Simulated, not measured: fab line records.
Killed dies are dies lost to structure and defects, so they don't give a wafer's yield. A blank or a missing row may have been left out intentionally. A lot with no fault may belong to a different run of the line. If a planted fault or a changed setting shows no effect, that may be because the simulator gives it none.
Which tool was responsible? :: flow sky130 :: 33 wafers from 11 lots sampled at 4 of the route's 708 steps

## WHAT THE GAUGES SHOWED, per wafer
SKY_PASSIVATION_THK_MEAS_03.
lot: L874
measured: day 44 03:49
on: film_metro-01
PASSIVATION_CVD_02_THK (nm): 549 542 558

lot: L876
measured: day 44 12:23
on: film_metro-01
PASSIVATION_CVD_02_THK (nm): 532 527 536

lot: L878
measured: day 45 02:14
on: film_metro-01
PASSIVATION_CVD_02_THK (nm): 543 538 549

lot: L880
measured: day 45 13:05
on: film_metro-02
PASSIVATION_CVD_02_THK (nm): 746 547 545

lot: L883
measured: day 46 08:51
on: film_metro-02
PASSIVATION_CVD_02_THK (nm): 532 532 725

lot: L884
measured: day 46 14:43
on: film_metro-02
PASSIVATION_CVD_02_THK (nm): 542 735 547

lot: L890
measured: day 47 23:14
on: film_metro-01
PASSIVATION_CVD_02_THK (nm): 526 532 539

lot: L891
measured: day 48 07:48
on: film_metro-02
PASSIVATION_CVD_02_THK (nm): 529 536 538

lot: L894
measured: day 48 23:10
on: film_metro-02
PASSIVATION_CVD_02_THK (nm): 534 527 542

lot: L895
measured: day 49 04:52
on: film_metro-03
PASSIVATION_CVD_02_THK (nm): 534 531 542

lot: L896
measured: day 49 05:13
on: film_metro-03
PASSIVATION_CVD_02_THK (nm): 529 534 546

## EACH LOT AND THE TOOL THAT RAN IT (in order: tool; ch and the chambers of the sampled wafers; start)
lot: L874
SKY_VIA4_CMP_02: cmp-01 ch 0,3, day 42 02:52
SKY_METAL5_SPUTTER_03: pvd_sputter-02, day 43 03:28
SKY_PASSIVATION_CVD_02: pecvd-03 ch 0,1,2, day 44 03:35

lot: L876
SKY_VIA4_CMP_02: cmp-02 ch 0,1,2, day 42 11:56
SKY_METAL5_SPUTTER_03: pvd_sputter-02, day 43 12:47
SKY_PASSIVATION_CVD_02: pecvd-01 ch 0,1, day 44 12:10

lot: L878
SKY_VIA4_CMP_02: cmp-01 ch 1,2,3, day 43 03:35
SKY_METAL5_SPUTTER_03: pvd_sputter-04, day 44 03:35
SKY_PASSIVATION_CVD_02: pecvd-03 ch 1,2, day 45 02:01

lot: L880
SKY_VIA4_CMP_02: cmp-02 ch 0,1, day 43 13:55
SKY_METAL5_SPUTTER_03: pvd_sputter-03, day 44 13:57
SKY_PASSIVATION_CVD_02: pecvd-03 ch 0,1,2, day 45 12:56

lot: L883
SKY_VIA4_CMP_02: cmp-02 ch 0,2,3, day 44 11:34
SKY_METAL5_SPUTTER_03: pvd_sputter-04, day 45 10:16
SKY_PASSIVATION_CVD_02: pecvd-03 ch 0,1,2, day 46 08:37

lot: L884
SKY_VIA4_CMP_02: cmp-02 ch 0,1,2, day 44 17:52
SKY_METAL5_SPUTTER_03: pvd_sputter-03, day 45 16:41
SKY_PASSIVATION_CVD_02: pecvd-03 ch 0,2, day 46 14:29

lot: L890
SKY_VIA4_CMP_02: cmp-01 ch 1,2,3, day 46 04:24
SKY_METAL5_SPUTTER_03: pvd_sputter-03, day 47 02:47
SKY_PASSIVATION_CVD_02: pecvd-01 ch 1,2, day 47 23:01

lot: L891
SKY_VIA4_CMP_02: cmp-01 ch 1,2,3, day 46 12:52
SKY_METAL5_SPUTTER_03: pvd_sputter-02, day 47 10:52
SKY_PASSIVATION_CVD_02: pecvd-01 ch 0,1,2, day 48 07:34

lot: L894
SKY_VIA4_CMP_02: cmp-01 ch 1,3, day 47 07:07
SKY_METAL5_SPUTTER_03: pvd_sputter-04, day 48 03:52
SKY_PASSIVATION_CVD_02: pecvd-01 ch 1,2, day 48 22:56

lot: L895
SKY_VIA4_CMP_02: cmp-01 ch 1,3, day 47 11:15
SKY_METAL5_SPUTTER_03: pvd_sputter-04, day 48 09:10
SKY_PASSIVATION_CVD_02: pecvd-04 ch 0,1,2, day 49 04:38

lot: L896
SKY_VIA4_CMP_02: cmp-02 ch 0,2,3, day 47 11:49
SKY_METAL5_SPUTTER_03: pvd_sputter-02, day 48 09:15
SKY_PASSIVATION_CVD_02: pecvd-01 ch 0,1, day 49 04:58
- SKY_VIA4_CMP_02: polishes SiO2.
- SKY_METAL5_SPUTTER_03: material Ti, target thk 5 nm, time 3.3 s.
- SKY_PASSIVATION_CVD_02: deposits Si3N4, target thk 540 nm.

## AS READ BY THE TOOLS THEMSELVES (means over the sampled wafers that have a number; for cases with no such wafer, the mark the record gives instead)
SKY_VIA4_CMP_02.
lot: L874
tool: cmp-01
motor_current_A (A): 12.2
retaining_ring_pressure_frac: 0.997

lot: L876
tool: cmp-02
motor_current_A (A): 13.3
retaining_ring_pressure_frac: 1.001

lot: L878
tool: cmp-01
motor_current_A (A): 11.8
retaining_ring_pressure_frac: 0.998

lot: L880
tool: cmp-02
motor_current_A (A): 13.7
retaining_ring_pressure_frac: 0.997

lot: L883
tool: cmp-02
motor_current_A (A): 12.2
retaining_ring_pressure_frac: 0.999

lot: L884
tool: cmp-02
motor_current_A (A): 13.4
retaining_ring_pressure_frac: 1.000

lot: L890
tool: cmp-01
motor_current_A (A): 12.0
retaining_ring_pressure_frac: 1.000

lot: L891
tool: cmp-01
motor_current_A (A): 12.2
retaining_ring_pressure_frac: 1.001

lot: L894
tool: cmp-01
motor_current_A (A): 12.5
retaining_ring_pressure_frac: 0.996

lot: L895
tool: cmp-01
motor_current_A (A): 12.3
retaining_ring_pressure_frac: 0.995

lot: L896
tool: cmp-02
motor_current_A (A): 12.8
retaining_ring_pressure_frac: 1.003

SKY_METAL5_SPUTTER_03.
lot: L874
tool: pvd_sputter-02
chamber_pressure_pa (Pa): 0.4005
throttle_valve_pct (%): 30.6

lot: L876
tool: pvd_sputter-02
chamber_pressure_pa (Pa): 0.3994
throttle_valve_pct (%): 30.3

lot: L878
tool: pvd_sputter-04
chamber_pressure_pa (Pa): 0.3997
throttle_valve_pct (%): 29.8

lot: L880
tool: pvd_sputter-03
chamber_pressure_pa (Pa): 0.4008
throttle_valve_pct (%): 31.1

lot: L883
tool: pvd_sputter-04
chamber_pressure_pa (Pa): 0.3992
throttle_valve_pct (%): 30.2

lot: L884
tool: pvd_sputter-03
chamber_pressure_pa (Pa): 0.3992
throttle_valve_pct (%): 30.4

lot: L890
tool: pvd_sputter-03
chamber_pressure_pa (Pa): 0.4006
throttle_valve_pct (%): 29.5

lot: L891
tool: pvd_sputter-02
chamber_pressure_pa (Pa): 0.3994
throttle_valve_pct (%): 30.5

lot: L894
tool: pvd_sputter-04
chamber_pressure_pa (Pa): 0.3995
throttle_valve_pct (%): 29.9

lot: L895
tool: pvd_sputter-04
chamber_pressure_pa (Pa): 0.3998
throttle_valve_pct (%): 30.0

lot: L896
tool: pvd_sputter-02
chamber_pressure_pa (Pa): 0.3998
throttle_valve_pct (%): 30.5

SKY_PASSIVATION_CVD_02.
lot: L874
tool: pecvd-03
heater_power_w (W): 721
susceptor_temp_C (C): 400.03

lot: L876
tool: pecvd-01
heater_power_w (W): 665
susceptor_temp_C (C): 400.04

lot: L878
tool: pecvd-03
heater_power_w (W): 830
susceptor_temp_C (C): 400.01

lot: L880
tool: pecvd-03
heater_power_w (W): 745
susceptor_temp_C (C): 400.01

lot: L883
tool: pecvd-03
heater_power_w (W): 704
susceptor_temp_C (C): 399.93

lot: L884
tool: pecvd-03
heater_power_w (W): 691
susceptor_temp_C (C): 400.09

lot: L890
tool: pecvd-01
heater_power_w (W): 836
susceptor_temp_C (C): 399.98

lot: L891
tool: pecvd-01
heater_power_w (W): 720
susceptor_temp_C (C): 400.09

lot: L894
tool: pecvd-01
heater_power_w (W): 675
susceptor_temp_C (C): 399.92

lot: L895
tool: pecvd-04
heater_power_w (W): 650
susceptor_temp_C (C): 399.95

lot: L896
tool: pecvd-01
heater_power_w (W): 788
susceptor_temp_C (C): 399.95

## THE ANSWER, worked out from the rows above alone
Rule: what is usual is taken from the lots themselves. Put in order of their means at a reading, lots are off if they are a third of the lots or fewer, leave a main group of 4 or more, and stand apart from it by a gap of 3 or more times the standard deviation of the main group's means; of several such gaps the widest counts. A main group is skipped when, at the precision printed for the reading in the tables above, its means are all equal. Also off: a lot with no number at a reading for which 4 or more lots have one. The other lots that the step has rows for count as sound. The gauges are gone through in route order, then the tools' own readings, and for those a lot's mean is taken as printed above. The first step at which some lot is off is used, and at that step the reading that is off furthest; a lot without a number counts as furthest.
Off: L880, L883, L884, at SKY_PASSIVATION_THK_MEAS_03 (PASSIVATION_CVD_02_THK). For the main group the mean is 537 nm and the standard deviation 5.8.
A tool fits if, at a process step before that reading, it ran every lot that is off, and no sound lot after the first of them. Those tools and the gauges at SKY_PASSIVATION_THK_MEAS_03 are tried in the same way. One candidate fits, namely pecvd-03 at SKY_PASSIVATION_CVD_02. Its last sound lot is L878 (day 45 02:01), its first lot that is off L880 (day 45 12:56): a fault that began between those two fits.

## WHAT HAD BEEN PUT IN BY THE SIMULATOR
pecvd-03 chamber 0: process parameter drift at SKY_PASSIVATION_CVD_02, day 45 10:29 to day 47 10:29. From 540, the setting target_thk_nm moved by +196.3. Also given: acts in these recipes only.
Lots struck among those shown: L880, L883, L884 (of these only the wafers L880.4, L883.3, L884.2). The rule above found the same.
